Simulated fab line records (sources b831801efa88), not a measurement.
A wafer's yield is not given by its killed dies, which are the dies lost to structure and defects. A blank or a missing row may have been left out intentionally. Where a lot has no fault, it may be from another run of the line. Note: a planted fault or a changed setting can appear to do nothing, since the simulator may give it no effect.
What tool caused it? -- flow sky130 -- 12 lots with 36 wafers sampled at 4 steps, on a route of 708 steps

== WHAT EACH GAUGE READ, for each wafer ==
SKY_PAD_OPEN_BOW_MEAS_13. Usual: PAD_OPEN_BOW 44 um, standard deviation 8.8.
lot,measured,on,PAD_OPEN_BOW (um),flag
L181,day 46 01:13,filmMetro-02,36 50 46,
L182,day 46 02:41,filmMetro-02,51 57 57,
L183,day 46 08:38,filmMetro-02,38 38 47,
L184,day 46 10:02,filmMetro-04,37 37 42,
L186,day 47 01:07,filmMetro-01,64 34 56,
L187,day 47 11:28,filmMetro-01,35 57 57,
L189,day 47 18:40,filmMetro-01,55 53 39,
L190,day 47 20:51,filmMetro-02,45 48 56,
L195,day 48 21:05,filmMetro-02,57 42 40,
L198,day 49 20:54,filmMetro-02,54 39 51,
L201,day 50 03:01,filmMetro-02,32 42 50,
L203,day 50 19:37,filmMetro-01,44 43 45,

== EACH LOT AND THE TOOL THAT RAN IT (in order: tool; ch and the chambers of the sampled wafers; start) ==
lot,SKY_SONOS_ONO_STRIP_17,SKY_METAL4_DESCUM_15,SKY_METAL5_DESCUM_14
L181,"plasmaAsher-01 ch 0,1, day 12 17:52","rieMetal-04 ch 0,1, day 42 01:56","rieMetal-01 ch 0,1, day 44 02:17"
L182,"plasmaAsher-02 ch 1, day 13 00:47","rieMetal-02 ch 0,1, day 42 02:16","rieMetal-03 ch 0,1, day 44 02:34"
L183,"plasmaAsher-02 ch 0,1, day 13 09:58","rieMetal-01 ch 0,1, day 42 10:37","rieMetal-02 ch 0, day 44 10:44"
L184,"plasmaAsher-04 ch 0,1, day 13 10:05","rieMetal-02 ch 0,1, day 42 11:07","rieMetal-01 ch 0,1, day 44 11:46"
L186,"plasmaAsher-04 ch 0,1, day 14 10:34","rieMetal-01 ch 0,1, day 43 03:52","rieMetal-03 ch 0,1, day 45 03:01"
L187,"plasmaAsher-04 ch 0,1, day 14 17:42","rieMetal-04 ch 0,1, day 43 17:04","rieMetal-02 ch 0, day 45 15:11"
L189,"plasmaAsher-02 ch 0,1, day 15 03:58","rieMetal-01 ch 0,1, day 44 00:53","rieMetal-01 ch 0,1, day 46 00:11"
L190,"plasmaAsher-01 ch 0,1, day 15 12:43","rieMetal-02 ch 0,1, day 44 03:44","rieMetal-02 ch 0, day 46 01:17"
L195,"plasmaAsher-04 ch 0,1, day 17 04:41","rieMetal-04 ch 0,1, day 45 06:37","rieMetal-02 ch 0, day 47 04:11"
L198,"plasmaAsher-04 ch 0,1, day 18 03:35","rieMetal-04 ch 0,1, day 46 12:53","rieMetal-01 ch 0,1, day 48 06:28"
L201,"plasmaAsher-02 ch 0,1, day 19 07:25","rieMetal-02 ch 0,1, day 46 19:25","rieMetal-03 ch 0,1, day 48 12:40"
L203,"plasmaAsher-01 ch 0,1, day 20 12:16","rieMetal-01 ch 0,1, day 47 15:50","rieMetal-03 ch 0, day 49 07:39"
- SKY_SONOS_ONO_STRIP_17: strips in O2/N2.
- SKY_METAL4_DESCUM_15: chemistry O2, time 8 s.
- SKY_METAL5_DESCUM_14: chemistry O2, time 11 s.

== WHAT THE TOOLS THEMSELVES READ (means of the sampled wafers that have a number; where no wafer has one, the mark that the record gives instead) ==
SKY_SONOS_ONO_STRIP_17. Usual: drypumpMotorCurrentA 5.20 A, standard deviation 0.26; n2FlowSccm 300.1 sccm, standard deviation 0.99; o2FlowSccm 2998 sccm, standard deviation 8.8; oesProductAu 0.709 a.u., standard deviation 0.0045; stripTimeToEndpointS 14.10 s, standard deviation 0.037.
lot,tool,drypumpMotorCurrentA (A),n2FlowSccm (sccm),o2FlowSccm (sccm),oesProductAu (a.u.),stripTimeToEndpointS (s),flag
L181,plasmaAsher-01,5.05,301.1,2997,0.710,14.13,
L182,plasmaAsher-02,5.69,297.9,3006,0.705,14.06,
L183,plasmaAsher-02,5.17,301.3,3000,0.711,14.13,
L184,plasmaAsher-04,5.29,299.6,2995,0.709,14.09,
L186,plasmaAsher-04,5.30,299.7,3003,0.705,14.09,
L187,plasmaAsher-04,5.20,300.7,3005,0.710,14.11,
L189,plasmaAsher-02,5.18,300.7,3003,0.709,14.06,
L190,plasmaAsher-01,5.03,299.5,2994,0.711,14.07,
L195,plasmaAsher-04,5.30,299.8,2999,0.710,14.11,
L198,plasmaAsher-04,5.30,299.6,2999,0.711,14.12,
L201,plasmaAsher-02,5.42,300.1,3002,0.710,14.15,
L203,plasmaAsher-01,5.06,301.4,2999,0.707,14.09,

SKY_METAL4_DESCUM_15. Usual: drypumpMotorCurrentA 5.9 A, standard deviation 0.34; oesProductAu 0.996 a.u., standard deviation 0.0083.
lot,tool,drypumpMotorCurrentA (A),oesProductAu (a.u.),flag
L181,rieMetal-04,5.5,0.996,
L182,rieMetal-02,6.1,1.002,
L183,rieMetal-01,6.2,0.985,
L184,rieMetal-02,6.2,0.998,
L186,rieMetal-01,6.2,0.992,
L187,rieMetal-04,5.4,0.991,
L189,rieMetal-01,6.2,0.988,
L190,rieMetal-02,6.2,0.993,
L195,rieMetal-04,5.4,0.992,
L198,rieMetal-04,5.4,0.993,
L201,rieMetal-02,6.1,1.006,
L203,rieMetal-01,6.1,0.998,

SKY_METAL5_DESCUM_14. Usual: drypumpMotorCurrentA 5.9 A, standard deviation 0.35; oesProductAu 0.994 a.u., standard deviation 0.0076.
lot,tool,drypumpMotorCurrentA (A),oesProductAu (a.u.),flag
L181,rieMetal-01,6.1,0.993,
L182,rieMetal-03,5.5,0.994,
L183,rieMetal-02,6.2,0.991,
L184,rieMetal-01,6.0,0.998,
L186,rieMetal-03,5.5,0.984,
L187,rieMetal-02,6.2,0.992,
L189,rieMetal-01,6.1,1.001,
L190,rieMetal-02,6.2,0.996,
L195,rieMetal-02,6.2,0.993,
L198,rieMetal-01,6.2,0.993,
L201,rieMetal-03,5.5,0.991,
L203,rieMetal-03,5.5,0.986,

== THE ANSWER, worked out from the rows above alone ==
Rule: lot off if the mean of its wafers having a number is beyond 3 standard deviations from the usual mean. Also off: a lot with no number at a reading for which 4 or more lots have one. Any other lot the step has rows for is counted as sound. The gauges are gone through in route order, then the tools' own readings, and for those a lot's mean is taken as printed above. At the first step where some lot is off, the reading lying furthest off is the one used; lots without a number count as furthest.
Across all readings shown, no lot is off: no conclusion can be drawn from this.

== WHAT THE SIMULATOR HAD PUT IN ==
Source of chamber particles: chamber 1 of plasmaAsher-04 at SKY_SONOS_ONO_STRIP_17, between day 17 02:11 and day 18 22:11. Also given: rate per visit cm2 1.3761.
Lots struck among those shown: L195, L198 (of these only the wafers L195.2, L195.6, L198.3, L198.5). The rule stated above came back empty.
